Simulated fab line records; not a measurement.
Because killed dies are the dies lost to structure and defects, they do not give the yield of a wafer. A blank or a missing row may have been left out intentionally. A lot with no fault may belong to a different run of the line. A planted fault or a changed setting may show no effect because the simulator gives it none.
8D (eight disciplines) problem report, filled in by code    flow sky130    the parts of the form that need people (team, actions taken, sign-off) are left out

== 1. THE ISSUE ==
VIA4_HDPCVD_THK at SKY_VIA4_THK_MEAS_01 reads a mean of 1896 nm on 2 wafers of 1 lot; wafers without a fault read 1748 nm with a standard deviation of 17. That is +8.7 standard deviations from the usual mean.
First seen on wafer L850.3, day 45 02:46, on film-metro-03. The record has a number at this step for 35 wafers belonging to 12 lots. Rule for "out" (also "out of limits"): further than 4 standard deviations from the usual mean. The rest of the wafers with a number are treated as sound.

== 2. WHAT IT IS, AND WHAT IT ISN'T ==
question                     is                      is not
which readings at this step  VIA4_HDPCVD_THK         -
which lots                   L850                    L842, L843, L844, L845, L846, L847, L848, L858, L859, L860, L861
which wafers of those lots   all that have a number  -
read on which gauges         film-metro-03           film-metro-01, film-metro-04
when                         from day 45 02:46       up to then (21 sound wafers); but 12 sound wafers of L858, L859, L860, L861 came after

== 3. SUSPECTS, AND WHAT RULES EACH OUT ==
Counting: any tool at a process step up to the reading is kept as a suspect provided that every lot that is out went through it and no sound lot did after the first of them.
- ruled out: the gauge at SKY_VIA4_THK_MEAS_01. All the wafers that are out were read on film-metro-03, but those of them that SKY_VIA4_HDPCVD_00 has rows for are out there too, on other tools.
- hdpcvd-02 at SKY_VIA4_HDPCVD_00 (deposits SiO2, target thk 1750 nm, time 291.7 s): kept. It ran the lot that is out, L850 (day 45 02:34), and no sound lot after that; its last sound lot up to then is L848 (day 44 14:28). Its own readings are out on those wafers: run-length-s.
After counting, what remains is hdpcvd-02 at SKY_VIA4_HDPCVD_00.

== 4. THE CAUSE (what the simulator had put in) ==
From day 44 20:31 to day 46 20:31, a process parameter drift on hdpcvd-02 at SKY_VIA4_HDPCVD_00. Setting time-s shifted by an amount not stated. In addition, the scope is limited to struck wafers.
The count eliminated every tool but this one.

== 5. THE CHAIN OF EFFECTS, in route order ==
Rows list readings where the struck wafers' mean (over those with a number) sits beyond 3 standard deviations from the usual. Only readings whose record carries a usual standard deviation are examined. hours: median over the lots of the time between each lot's start at the first step of this table that gives one and its start at this step. sigmas: the change, counted in usual standard deviations.
hours  step                  reading          usual    on struck wafers  change  sigmas
0      SKY_VIA4_HDPCVD_00    run-length-s     319.7 s  346.4             +26.7   +40
0      SKY_VIA4_THK_MEAS_01  VIA4_HDPCVD_THK  1748 nm  1896              +148    +8.7
It contains these process steps:
- SKY_VIA4_HDPCVD_00: deposits SiO2, target thk 1750 nm, time 291.7 s.

== 6. WHAT WOULD HAVE CAUGHT IT SOONER ==
6 hours passed between the start of the fault at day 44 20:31 and the first reading out of limits at a measuring or inspecting step in this record, taken at day 45 02:46.
The tool's own readings at SKY_VIA4_HDPCVD_00 were out on every struck wafer that the step has a row for (run-length-s): an alarm limit on them would have fired on the first of those.
All the lots that are out (1) had begun SKY_VIA4_HDPCVD_00 on hdpcvd-02 by day 45 02:46. Had the tool been put on hold then, not one of them would have been saved.
